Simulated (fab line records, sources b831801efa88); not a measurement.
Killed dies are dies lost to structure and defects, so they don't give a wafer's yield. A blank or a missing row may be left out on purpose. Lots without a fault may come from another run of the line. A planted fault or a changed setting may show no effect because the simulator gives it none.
Chamber matching | flow sky130 | SKY_PASSIVATION_CVD_00 on pecvd-03: 3 sister chambers
The step deposits SiO2, target thk 90 nm. 6 wafers are shown with their chamber, then 7 later ones without.

WAFERS WITH THEIR CHAMBER
wafer  | chamber | heater_power_w (W)
L087.6 | 1       | 732
L089.4 | 2       | 642
L089.5 | 1       | 639
L089.6 | 0       | 443
L092.3 | 0       | 509
L092.4 | 2       | 573

WAFERS WITHOUT THEIR CHAMBER
wafer  | heater_power_w (W)
L092.5 | 525
L091.4 | 533
L091.5 | 681
L091.6 | 580
L094.1 | 528
L094.4 | 697
L094.6 | 519

WHICH CHAMBER EACH WENT THROUGH
wafer  | from the rows above          | in truth
L092.5 | can't be placed: 0 or 2      | 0
L091.4 | can't be placed: 0 or 2 or 1 | 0
L091.5 | can't be placed: 1 or 2      | 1
L091.6 | can't be placed: 2 or 0 or 1 | 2
L094.1 | can't be placed: 0 or 2 or 1 | 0
L094.4 | can't be placed: 1 or 2      | 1
L094.6 | can't be placed: 0 or 2      | 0
Placed correctly: 0 of 7. Can't be placed from these rows: 7 (the true chamber is among the candidates in 7). Placed wrongly: 0.
How it was worked out, from the rows above alone: a wafer's distance from a chamber is the root of the sum, over the readings, of the square of ((its reading less the chamber's mean) divided by the reading's scatter). The wafer belongs to the nearest chamber; if the next one is less than 2 further off, it can't be placed. A chamber's mean is the mean of its shown wafers. The scatter: the root of (the sum of the squares of (reading less its chamber's mean) over the shown wafers, divided by (wafers less chambers)).
